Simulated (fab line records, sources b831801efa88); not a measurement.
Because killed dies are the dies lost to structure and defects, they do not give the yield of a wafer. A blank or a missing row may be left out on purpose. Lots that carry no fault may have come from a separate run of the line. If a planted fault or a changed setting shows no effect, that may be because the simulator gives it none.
One fault seen from 2 desks | flow sky130 | each desk has only its own numbers; what lay behind them comes last

## TOOL OWNER'S DESK, litho track-03
The tool's own readings at SKY_LOCAL_INTERCONNECT_SOFTBAKE_07 (time 90 s): means of the sampled wafers that have a number, for each lot that ran on this tool. Any lot whose mean is over 4 standard deviations away from the usual mean is out of limits and marked OUT; that distance is given in the brackets.
Columns: A = heater power total W at SKY_LOCAL_INTERCONNECT_SOFTBAKE_07, usual 57.33 W; B = plate temp C at SKY_LOCAL_INTERCONNECT_SOFTBAKE_07, usual 99.97 C; C = resist line temp C at SKY_LOCAL_INTERCONNECT_SOFTBAKE_07, usual 23.00 C; D = run length s at SKY_LOCAL_INTERCONNECT_SOFTBAKE_07, usual 119.20 s
lot  | first seen here | A               | B      | C     | D
L604 | day 30 05:00    | 57.35           | 99.99  | 22.88 | 119.33
L612 | day 33 09:00    | 57.35           | 100.17 | 23.14 | 119.01
L615 | day 34 04:00    | 58.74 (+13) OUT | -      | 22.94 | 113.17 (-46) OUT
L616 | day 34 14:00    | 58.60 (+12) OUT | -      | 22.96 | 113.31 (-45) OUT
This desk finds L615, L616 out of limits, L615 being first, at day 34 04:00 (heater power total W at SKY_LOCAL_INTERCONNECT_SOFTBAKE_07). Within limits: L604, L612.

## FROM THE METROLOGY DESK
What the gauges read for every lot (on any tool): the sampled wafers with a number, averaged. Any lot whose mean is over 4 standard deviations away from the usual mean is out of limits and marked OUT; that distance is given in the brackets.
Columns: A = cd nm at SKY_SD_N_CD_MEAS_07, usual 380.5 nm; B = LI_CONTACT_OVL at SKY_LI_CONTACT_OVL_MEAS_13, usual 3 nm; C = CONTACT_BOW at SKY_CONTACT_BOW_MEAS_05, usual 83 um
lot  | first seen here | A     | B  | C
L603 | day 28 02:58    | 376.7 | -2 | 77
L604 | day 28 07:27    | 379.4 | -2 | 89
L606 | day 28 23:34    | 379.0 | 10 | 83
L607 | day 29 11:13    | 381.7 | 1  | 78
L612 | day 31 13:33    | 383.8 | -2 | 90
L615 | day 32 09:28    | 383.7 | 8  | 77
L616 | day 32 18:55    | 380.9 | 7  | 89
L617 | day 32 19:40    | 377.7 | -0 | 79
L618 | day 33 05:07    | 374.9 | -2 | 76
L619 | day 33 17:11    | 381.0 | 3  | 78
L621 | day 33 23:10    | 381.7 | -1 | 83
L624 | day 35 02:21    | 384.5 | 9  | 77
L626 | day 35 06:17    | 381.6 | 3  | 73
L625 | day 35 10:26    | 384.1 | 2  | 85
This desk's verdict: no lot among the 14 shows anything out of limits.

## PUT TOGETHER
On L615, L616, at day 34 04:00, an alarm was possible from the tool owner's desk.
The metrology desk saw nothing out of limits.
The metrology desk holds a record of L615, L616, inside its limits.
On litho track-03, each named lot ran SKY_LOCAL_INTERCONNECT_SOFTBAKE_07.

## WHAT WAS PUT IN BY THE SIMULATOR
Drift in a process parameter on litho track-03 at SKY_LOCAL_INTERCONNECT_SOFTBAKE_07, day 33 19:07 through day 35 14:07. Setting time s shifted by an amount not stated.
Shown lots that were struck: L615, L616.
Each desk's first reading out of limits, in hours after the fault started: the tool owner's desk, 9.
